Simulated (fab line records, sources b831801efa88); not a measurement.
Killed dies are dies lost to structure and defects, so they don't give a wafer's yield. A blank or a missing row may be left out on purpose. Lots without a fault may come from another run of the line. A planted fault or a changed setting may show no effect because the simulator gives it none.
fab line records | flow sfq_line
record lots=7 wafers=21 last_day=82
route steps=325 shown M6@265 I6@266 M7@281
lots that met no fault: from a run of the same line without faults
start_h: hours from the record's first day to the start of the lot's first wafer shown | wait_h: hours since the lot's step before | " the same as in the row above | L1.1+2: a row that stands for several wafers | - no value, or no start given | * or withheld: withheld | < > ~ a bound
route shown NAME@n: a module of which the file shows steps, and the number in the route of the first | usual: mean/standard deviation of fault-free wafers | same: alike in all rows | chamber/n: place in a boat | sites: the reading at each site | _std_site: their standard deviation | _edge_site: outer sites' mean less inner sites' | radius_mm: how far each site lies from the wafer's centre | mask NAME#n: copy n | behind: the tool/chamber that last shaped the wafer | hold: why the lot was held/for how many hours/how that ended | device: the transistor (n, p or np) that didn't switch | end of line: the same wafers' tests at the end of the route | a step without rows: its recipe alone | killed: dies lost to structure and defects at the first sort, not the wafer's yield | map: a wafer's dies, x killed, . not, _ none there
set.NAME: the setting as run; set.NAME@STEP: as run at that earlier step | model.NAME: the simulator's own value behind a step, which no gauge read
lots at some steps of the route; a table a step, a row a wafer
services: from which hour (start_h, from the record's first day; less than 0 if before it) a tool's chamber was out of use, for how many hours, and why
## steps
# step SFQ_TRILAYER_M6_STRIP_SOLV_CLEAN_164
# recipe chemistry=NMP temp_c=70 time_s=600
# step SFQ_TRILAYER_I6_DEP_PECVD_165
# recipe material=SiO2 temp_c=150 time_s=111.11 pressure_torr=2.4 rf_w=183.3 precursor=SiH4/N2O target_thk_nm=500
# usual heater_power_w=78/17 showerhead_vpp_V=830/35 throttle_valve_pct=24.7/1.6
# columns lot.wafer tool chamber start_h wait_h heater_power_w showerhead_vpp_V throttle_valve_pct
L380.1 pecvd-02 1 1505.57 0.0 59 812 24.0
L380.3 " 0 " " 68 880 24.4
L380.4 " 1 " " 61 817 24.0
L388.1 pecvd-02 1 1728.47 0.0 61 825 22.5
L388.2 " 2 " " 77 866 23.1
L388.3 " 0 " " 84 880 23.3
L394.1 pecvd-01 2 1756.23 0.0 60 797 26.8
L394.2 " 1 " " 89 795 24.3
L394.5 " 1 " " 71 805 24.5
L395.1 pecvd-02 1 1769.13 0.0 58 833 22.9
L395.3 " 2 " " 75 874 22.9
L395.4 " 1 " " 58 817 22.7
L396.1 pecvd-03 2 1777.53 0.0 71 827 27.2
L396.4 " 2 " " 73 825 27.3
L396.6 " 1 " " 68 802 23.2
L397.1 pecvd-03 2 1786.03 0.0 74 840 27.0
L397.2 " 0 " " 100 866 25.6
L397.3 " 1 " " 82 812 23.0
L399.1 pecvd-03 0 1793.23 0.0 92 857 25.8
L399.4 " 2 " " 76 806 27.6
L399.6 " 1 " " 76 810 23.4
# step SFQ_TRILAYER_I6_CMP_CMP_166
# recipe material=SiO2 down_force_psi=3 platen_rpm=60 pad_velocity_m_s=0.94248
# usual motor_current_A=10.6/0.56 time_to_endpoint_s=213/6.7
# columns lot.wafer tool chamber start_h wait_h motor_current_A time_to_endpoint_s
L380.4 cmp-01 3 1507.95 2.3 11.0 211
L380.1 " 0 " " 9.8 214
L380.3 " 1 " " 10.9 212
L388.1 cmp-01 2 1728.55 0.0 10.5 211
L388.3 " 3 " " 10.4 202
L388.2 " 0 " " 10.7 206
L394.2 cmp-01 0 1756.81 0.5 10.9 210
L394.1 " 1 " " 11.2 207
L394.5 " 3 1758.31 2.0 11.2 210
L395.1 cmp-02 2 1773.91 4.7 11.5 218
L395.4 " 3 " " 11.3 212
L395.3 " 0 " " 9.5 219
L396.4 cmp-02 3 1789.41 11.8 10.9 208
L396.1 " 0 " " 9.8 201
L396.6 " 0 1791.91 14.3 9.6 206
L397.3 cmp-02 0 1804.41 18.3 9.9 211
L397.2 " 1 " " 10.3 209
L397.1 " 3 1805.91 19.8 10.8 202
L399.4 cmp-02 2 1808.41 15.1 11.6 213
L399.1 " 3 " " 10.5 201
L399.6 " 0 " " 10.1 208
# step SFQ_I6_BOW_MEAS_941
# recipe mode=bow
# usual I6_BOW=5/9.8
# columns lot.wafer tool chamber start_h wait_h I6_BOW[um]
L380.1 film_metro-04 - 1510.45 1.5 1
L380.3 " - " " 6
L380.4 " - " " 1
L388.1 film_metro-04 - 1731.55 2.5 -5
L388.2 " - " " 3
L388.3 " - " " 5
L394.1 film_metro-04 - 1759.31 1.5 20
L394.2 " - " " 9
L394.5 " - " " 10
L395.1 film_metro-02 - 1776.41 2.0 -7
L395.3 " - " " -5
L395.4 " - " " -5
L396.1 film_metro-02 - 1792.41 2.0 27
L396.4 " - " " 13
L396.6 " - " " 19
L397.1 film_metro-02 - 1807.41 1.0 -7
L397.2 " - " " 11
L397.3 " - " " 3
L399.1 film_metro-03 - 1810.41 1.0 19
L399.4 " - " " 38
L399.6 " - " " 12
# step SFQ_TRILAYER_I6_METRO_MEASURE_167
# usual thk_nm=199.8/0.96
# columns lot.wafer tool chamber start_h wait_h thk_nm
L380.1 film_metro-04 - 1510.57 0.1 200.0
L380.3 " - " " 198.9
L380.4 " - " " 198.8
L388.1 film_metro-04 - 1731.67 0.1 200.3
L388.2 " - " " 200.1
L388.3 " - " " 199.3
L394.1 film_metro-04 - 1759.43 0.1 198.8
L394.2 " - " " 198.6
L394.5 " - " " 197.8
L395.1 film_metro-02 - 1776.53 0.1 200.0
L395.3 " - " " 200.0
L395.4 " - " " 199.6
L396.1 film_metro-02 - 1792.53 0.1 200.0
L396.4 " - " " 199.4
L396.6 " - " " 199.9
L397.1 film_metro-02 - 1807.53 0.1 199.4
L397.2 " - " " 199.5
L397.3 " - " " 199.8
L399.1 film_metro-03 - 1810.53 0.1 199.2
L399.4 " - " " 199.3
L399.6 " - " " 199.0
# step SFQ_TRILAYER_I6_VIA_LITHO_COAT_174
# recipe resist=BARC spin_rpm=3000 resist_thk_nm=62
# step SFQ_TRILAYER_I6_VIA_LITHO_COAT_169
# recipe resist=KrF spin_rpm=3000 resist_thk_nm=650
# step SFQ_TRILAYER_I6_VIA_LITHO_SOFTBAKE_173
# recipe temp_c=withheld time_s=withheld resist=KrF
# step SFQ_TRILAYER_I6_VIA_LITHO_EXPOSE_170
# recipe mask_id=I6 na=0.6 source_shape=conventional sigma_outer=0.65 target_cd_nm=700 dose_mj=21.3
# step SFQ_TRILAYER_I6_VIA_LITHO_PEB_172
# recipe peb_temp_c=115 peb_time_s=60 resist=KrF
# step SFQ_TRILAYER_I6_VIA_LITHO_DEVELOP_171
# recipe time_s=60 resist=KrF
# step SFQ_I6_OVL_MEAS_942
# usual I6_OVL=0/5.2
# columns lot.wafer tool chamber start_h wait_h I6_OVL[nm]
L380.1 overlay-02 - 1622.42 0.1 -3
L380.3 " - " " -5
L380.4 " - " " 1
L388.1 overlay-01 - 1735.68 0.1 -4
L388.2 " - " " -2
L388.3 " - " " -1
L394.1 overlay-02 - 1815.16 0.1 -5
L394.2 " - " " 7
L394.5 " - " " -6
L395.1 overlay-02 - 1836.91 0.1 2
L395.3 " - " " -4
L395.4 " - " " -2
L396.1 overlay-01 - 1858.63 0.1 -4
L396.4 " - " " 0
L396.6 " - " " 2
L397.1 overlay-01 - 1883.95 0.1 0
L397.2 " - " " 1
L397.3 " - " " -1
L399.1 overlay-01 - 1889.95 0.1 4
L399.4 " - " " 5
L399.6 " - " " 6
# step SFQ_TRILAYER_I6_VIA_BARC_OPEN_VIA_ETCH_235
# recipe mask_material=PR chemistry=O2 target_depth_nm=125 target=BARC source_w=500 bias_w=80 pressure_mtorr=30 time_s=41.7
# usual bias_w=80.00/0.25 chamber_pressure_mTorr=29.994/0.028 drypump_motor_current_A=5.6/0.44 oes_product_au=0.685/0.0042
# columns lot.wafer tool chamber start_h wait_h bias_w chamber_pressure_mTorr drypump_motor_current_A oes_product_au rf_hours_counter_h model.KrF_of_TRILAYER_I6_VIA_LITHO_COAT_169.thk_nm
L380.1 rie_diel-04 2 1622.46 0.0 80.00 29.967 5.5 0.687 1 572.3
L380.3 " 0 " " 79.94 30.003 6.1 0.683 10 571.2
L380.4 " 3 " " 79.91 30.019 5.6 0.685 4 571.1
L388.1 rie_diel-04 3 1735.72 0.0 80.22 30.002 5.6 0.686 6 576.1
L388.2 " 2 " " 80.11 30.001 5.5 0.686 3 576.3
L388.3 " 0 " " 79.91 29.973 6.1 0.690 12 574.5
L394.1 rie_diel-04 0 1815.20 0.0 - - - - - 629.6
L394.2 " 2 " " - - - - - 628.6
L394.5 " 0 " " - - - - - 631.3
L395.1 rie_diel-04 2 1836.94 0.0 - - - - - 627.2
L395.3 " 1 " " - - - - - 625.8
L395.4 " 0 " " - - - - - 625.5
L396.1 rie_diel-02 3 1858.67 0.0 - - - - - 627.7
L396.4 " 0 " " - - - - - 625.8
L396.6 " 1 " " - - - - - 629
L397.1 rie_diel-04 3 1883.99 0.0 79.95 30.021 5.6 0.681 9 574.1
L397.2 " 0 " " 79.85 29.998 6.1 0.680 14 573.3
L397.3 " 2 " " 79.85 29.988 5.5 0.681 5 572.4
L399.1 rie_diel-01 0 1889.99 0.0 79.85 29.962 5.9 0.683 12 574
L399.4 " 2 " " 80.02 30.039 5.7 0.680 - 574.2
L399.6 " 1 " " 80.06 29.972 5.8 0.686 - 572.4
# step SFQ_TRILAYER_I6_VIA_ETCH_VIA_ETCH_172
# recipe target=SiO2 stop_on=Nb mask_material=PR taper_deg=20 chemistry=CHF3 target_depth_nm=260 source_w=500 bias_w=80 pressure_mtorr=30 time_s=withheld
# usual bias_w=80.01/0.27 chamber_pressure_mTorr=30.000/0.025 drypump_motor_current_A=5.6/0.44 oes_product_au=0.854/0.0054
# columns lot.wafer tool chamber start_h wait_h bias_w chamber_pressure_mTorr drypump_motor_current_A oes_product_au model.KrF_of_TRILAYER_I6_VIA_LITHO_COAT_169.thk_nm
L380.1 rie_diel-04 2 1622.50 0.0 79.93 29.988 5.5 0.856 527.1
L380.3 " 0 " " 79.91 30.015 6.1 0.851 526.6
L380.4 " 3 " " 79.98 29.952 5.6 0.854 526.5
L388.1 rie_diel-04 3 1735.76 0.0 79.83 30.004 5.5 0.861 531.4
L388.2 " 2 " " 79.67 30.039 5.5 0.857 530.5
L388.3 " 0 " " 79.43 30.051 6.1 0.851 529.3
L394.1 rie_diel-04 0 1815.24 0.0 80.27 29.978 6.1 0.370 584.4
L394.2 " 2 " " 79.58 30.059 5.5 0.375 582.8
L394.5 " 0 " " 80.58 30.036 6.1 0.374 586.3
L395.1 rie_diel-04 2 1836.98 0.0 80.75 30.015 5.6 0.379 581.1
L395.3 " 1 " " 79.89 29.992 4.8 0.369 580.6
L395.4 " 0 " " 79.87 29.940 6.1 0.369 580.2
L396.1 rie_diel-02 3 1858.71 0.0 80.07 29.973 5.3 0.377 583.4
L396.4 " 0 " " 80.00 29.955 6.4 0.370 581.3
L396.6 " 1 " " 79.94 30.013 5.1 0.380 584.9
L397.1 rie_diel-04 3 1884.03 0.0 79.71 30.025 5.6 0.856 529
L397.2 " 0 " " 80.07 29.978 6.1 0.847 528.3
L397.3 " 2 " " 79.86 30.023 5.5 0.851 527
L399.1 rie_diel-01 0 1890.03 0.0 80.08 30.021 5.9 0.859 528.6
L399.4 " 2 " " 80.13 29.973 5.7 0.862 529.1
L399.6 " 1 " " 79.81 30.008 5.8 0.849 527.5
# step SFQ_TRILAYER_I6_VIA_STRIP_STRIP_173
# recipe gas=O2 power_w=200 platen_temp_c=40 overash_fraction=0.65 chemistry=O2 pressure_mtorr=50
# usual drypump_motor_current_A=5.6/0.39 oes_product_au=1.000/0.0083
# columns lot.wafer tool chamber start_h wait_h drypump_motor_current_A oes_product_au rf_hours_counter_h
L380.1 rie_metal-04 0 1622.61 - 6.2 0.987 47
L380.3 " 0 " " 6.2 1.006 -
L380.4 " 1 " " 5.3 1.004 -
L388.1 rie_metal-01 0 1735.87 - 5.3 0.994 124
L388.2 " 1 " " 5.7 0.992 98
L388.3 " 1 " " 5.7 1.004 -
L394.1 rie_metal-01 1 1815.35 - 5.7 0.997 112
L394.2 " 0 " " 5.3 0.996 137
L394.5 " 1 " " 5.7 1.003 -
L395.1 rie_metal-01 0 1837.10 - 5.3 1.002 140
L395.3 " 1 " " 5.7 1.004 -
L395.4 " 0 " " 5.3 0.993 -
L396.1 rie_metal-03 1 1858.82 - 5.0 0.995 45
L396.4 " 1 " " 5.0 1.007 -
L396.6 " 0 " " 6.0 0.981 -
L397.1 rie_metal-01 1 1884.14 - 5.7 0.995 119
L397.2 " 1 " " 5.7 1.003 -
L397.3 " 1 " " 5.7 1.006 -
L399.1 rie_metal-01 1 1890.14 - 5.7 0.999 119
L399.4 " 1 " " 5.7 1.012 -
L399.6 " 1 " " 5.7 1.000 -
# step SFQ_TRILAYER_I6_VIA_STRIP_SOLV_CLEAN_174
# recipe chemistry=NMP temp_c=70 time_s=600
# step SFQ_TRILAYER_M7_DEP_PRE_CLEAN_176
# recipe gas=Ar time_s=22.5 bias_v=250
# step SFQ_TRILAYER_M7_DEP_SPUTTER_175
# recipe material=Nb base_pressure_pa=1.33e-06 chamber_pressure_pa=0.1333 substrate_temp_c=20 target_thk_nm=200 power_w=2000 time_s=133.3
# usual chamber_pressure_pa=0.1333/0.00031 throttle_valve_pct=30.0/1.1
# columns lot.wafer tool chamber start_h wait_h chamber_pressure_pa throttle_valve_pct
L380.1 pvd_sputter-06 - 1623.41 0.0 0.1334 29.4
L380.3 " - " " 0.1334 30.4
L380.4 " - " " 0.1332 29.4
L388.1 pvd_sputter-05 - 1736.67 0.0 0.1325 31.3
L388.2 " - " " 0.1335 31.7
L388.3 " - " " 0.1336 28.3
L394.1 pvd_sputter-06 - 1816.15 0.0 0.1333 30.2
L394.2 " - " " 0.1334 29.3
L394.5 " - " " 0.1335 30.0
L395.1 pvd_sputter-03 - 1837.90 0.0 0.1336 30.4
L395.3 " - " " 0.1329 29.2
L395.4 " - " " 0.1331 31.7
L396.1 pvd_sputter-03 - 1859.63 0.0 0.1329 29.4
L396.4 " - " " 0.1333 30.6
L396.6 " - " " 0.1337 30.3
L397.1 pvd_sputter-05 - 1885.55 0.0 0.1334 31.2
L397.2 " - " " 0.1338 31.5
L397.3 " - " " 0.1331 28.3
L399.1 pvd_sputter-03 - 1891.55 0.0 0.1333 31.8
L399.4 " - " " 0.1334 30.4
L399.6 " - " " 0.1334 29.3
# step SFQ_M7_RS_MEAS_943
# recipe thk_meas_gauge=four-point-probe reads=Nb_of_TRILAYER_M7_DEP_SPUTTER_175
# usual M7_NB_RS=0.886/0.0073
# columns lot.wafer tool chamber start_h wait_h M7_NB_RS[ohm/sq]
L380.1 film_metro-04 - 1623.51 0.0 0.883
L380.3 " - " " 0.892
L380.4 " - " " 0.885
L388.1 film_metro-01 - 1736.76 0.0 0.906
L388.2 " - " " 0.898
L388.3 " - " " 0.900
L394.1 film_metro-01 - 1816.24 0.0 0.889
L394.2 " - " " 0.888
L394.5 " - " " 0.889
L395.1 film_metro-01 - 1837.99 0.0 0.881
L395.3 " - " " 0.885
L395.4 " - " " 0.891
L396.1 film_metro-01 - 1859.72 0.0 0.889
L396.4 " - " " 0.892
L396.6 " - " " 0.893
L397.1 film_metro-02 - 1885.64 0.0 0.902
L397.2 " - " " 0.899
L397.3 " - " " 0.901
L399.1 film_metro-01 - 1891.64 0.0 0.888
L399.4 " - " " 0.890
L399.6 " - " " 0.889
# step SFQ_TRILAYER_M7_LITHO_COAT_182
# recipe resist=BARC spin_rpm=3000 resist_thk_nm=62
# step SFQ_TRILAYER_M7_LITHO_COAT_177
# recipe resist=KrF spin_rpm=3000 resist_thk_nm=600
# step SFQ_TRILAYER_M7_LITHO_SOFTBAKE_181
# recipe temp_c=withheld time_s=withheld resist=KrF
# step SFQ_TRILAYER_M7_LITHO_EXPOSE_178
# recipe mask_id=M7 na=0.6 source_shape=conventional sigma_outer=0.65 target_cd_nm=500 dose_mj=14.4
# usual exposure_dose_mJ_cm2=14.398/0.014 focus_offset_nm=0.0/0.59
# columns lot.wafer tool chamber start_h wait_h mask exposure_dose_mJ_cm2 focus_offset_nm
L380.1 krf_scanner-02 0 1643.85 - M7#0 14.425 -0.3
L380.3 " 0 " " M7#0 14.442 0.6
L380.4 " 0 " " M7#0 14.433 0.7
L388.1 krf_scanner-02 0 1740.24 - M7#0 14.390 -0.6
L388.2 " 0 " " M7#0 14.378 -0.1
L388.3 " 0 " " M7#0 14.387 -0.6
L394.1 krf_scanner-02 - 1817.17 - M7#0 - -
L394.2 " - " " M7#0 - -
L394.5 " - " " M7#0 - -
L395.1 krf_scanner-01 - 1839.05 - M7#0 - -
L395.3 " - " " M7#0 - -
L395.4 " - " " M7#0 - -
L396.1 krf_scanner-01 - 1861.48 - M7#0 - -
L396.4 " - " " M7#0 - -
L396.6 " - " " M7#0 - -
L397.1 krf_scanner-02 0 1886.69 - M7#0 14.411 1.0
L397.2 " 0 " " M7#0 14.408 0.9
L397.3 " 0 " " M7#0 14.410 -0.6
L399.1 krf_scanner-02 0 1892.57 - M7#0 14.379 -0.4
L399.4 " 0 " " M7#0 14.392 -0.4
L399.6 " 0 " " M7#0 14.413 -0.1
# step SFQ_TRILAYER_M7_LITHO_PEB_180
# recipe peb_temp_c=115 peb_time_s=60 resist=KrF
## services
# columns tool chamber start_h hours kind
krf_scanner-02 - 1489.95 3.6 pm
krf_scanner-02 - 1514.41 1.0 pm
cmp-02 - 1515.25 16.5 pm
rie_diel-04 1 1520.40 4.3 repair
rie_diel-04 3 1541.19 6.3 repair
rie_diel-04 1 1582.31 9.0 repair
krf_scanner-02 - 1583.60 21.0 pm
krf_scanner-02 - 1607.00 1.3 pm
cmp-02 - 1626.64 8.3 pm
cmp-02 - 1667.90 4.7 pm
krf_scanner-02 - 1668.07 0.2 repair
rie_diel-04 3 1673.78 20.3 repair
krf_scanner-02 - 1683.45 1.0 pm
rie_diel-04 2 1692.74 8.1 repair
krf_scanner-02 - 1782.24 1.3 pm
rie_diel-04 0 1802.91 2.8 repair
rie_diel-04 0 1840.31 13.9 repair
krf_scanner-02 - 1842.61 4.4 pm
krf_scanner-02 - 1852.41 1.0 pm
rie_metal-01 - 1852.67 0.5 repair
rie_diel-04 0 1856.10 8.6 repair
krf_scanner-02 - 1869.66 0.2 repair
krf_scanner-02 - 1870.39 5.5 repair
krf_scanner-02 - 1874.47 1.6 repair
## key
first_sign step=SFQ_TRILAYER_I6_VIA_BARC_OPEN_VIA_ETCH_235 reading=tool_record direction=missing
effect step=SFQ_TRILAYER_I6_VIA_ETCH_VIA_ETCH_172 reading=oes_product_au direction=down sigmas=89 usual=0.854 struck=0.374
effect step=SFQ_TRILAYER_M7_LITHO_EXPOSE_178 reading=tool_record direction=missing
model_effect step=SFQ_TRILAYER_I6_VIA_BARC_OPEN_VIA_ETCH_235 value=KrF_of_TRILAYER_I6_VIA_LITHO_COAT_169.thk_nm without=575.7 struck=627.8
model_effect step=SFQ_TRILAYER_I6_VIA_ETCH_VIA_ETCH_172 value=KrF_of_TRILAYER_I6_VIA_LITHO_COAT_169.thk_nm without=530.7 struck=582.8
met_at SFQ_TRILAYER_I6_VIA_BARC_OPEN_VIA_ETCH_235
struck_wafers L394.1,L394.2,L394.5,L395.1,L395.3,L395.4,L396.1,L396.4,L396.6
onset_between 1735.72 1815.20
fault kind=skipped_step_whole tool=rie_diel-02,rie_diel-04 chamber=- onset_h=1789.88 steps=SFQ_TRILAYER_I6_VIA_BARC_OPEN_VIA_ETCH_235 scope=struck_lots_only
